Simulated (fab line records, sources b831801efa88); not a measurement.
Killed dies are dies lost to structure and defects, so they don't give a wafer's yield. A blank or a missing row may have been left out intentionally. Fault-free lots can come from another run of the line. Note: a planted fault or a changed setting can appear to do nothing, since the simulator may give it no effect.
Chamber matching :: flow sky130 :: SKY_CONTACT_ETCH_17 on rieDiel-04 has 4 sister chambers
The step etches SiO2 in C4F8/O2/Ar, stops on Si3N4, target depth 340 nm. 4 wafers are shown with their chamber, then 8 later ones without.

EACH WAFER AND ITS CHAMBER
wafer: L077.5
chamber: 3
oesProductAu (a.u.): 0.876

wafer: L085.6
chamber: 2
oesProductAu (a.u.): 0.894

wafer: L088.4
chamber: 1
oesProductAu (a.u.): 0.887

wafer: L089.2
chamber: 0
oesProductAu (a.u.): 0.900

WAFERS WITHOUT THEIR CHAMBER
wafer: L089.5
oesProductAu (a.u.): 0.894

wafer: L089.6
oesProductAu (a.u.): 0.893

wafer: L094.3
oesProductAu (a.u.): 0.886

wafer: L094.4
oesProductAu (a.u.): 0.885

wafer: L094.5
oesProductAu (a.u.): 0.884

wafer: L095.3
oesProductAu (a.u.): 0.898

wafer: L095.5
oesProductAu (a.u.): 0.892

wafer: L095.6
oesProductAu (a.u.): 0.889

THE CHAMBER EACH PASSED THROUGH
wafer: L089.5
from the rows above: 2
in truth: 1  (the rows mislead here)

wafer: L089.6
from the rows above: 2
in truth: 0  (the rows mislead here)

wafer: L094.3
from the rows above: 1
in truth: 1

wafer: L094.4
from the rows above: 1
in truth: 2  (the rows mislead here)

wafer: L094.5
from the rows above: 1
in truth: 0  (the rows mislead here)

wafer: L095.3
from the rows above: can't be placed: 0 or 2
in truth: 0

wafer: L095.5
from the rows above: can't be placed: 2 or 1
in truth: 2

wafer: L095.6
from the rows above: can't be placed: 1 or 2
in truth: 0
Placed correctly: 1 of 8. Unplaceable from these rows: 3, with the true chamber sitting among the candidates in 2. Placed wrongly: 4.
How it was worked out, from the rows above alone: a wafer's distance from a chamber is the root of the sum, over the readings, of the square of ((its reading less the chamber's mean) divided by the reading's scatter). The wafer belongs to the nearest chamber; if the next one is less than 2 further off, it can't be placed. For every chamber, the mean is computed from those of its wafers that are shown. The scatter: with one shown wafer a chamber, the root of the mean of the squares of how far each hidden wafer lies from its nearest shown one.
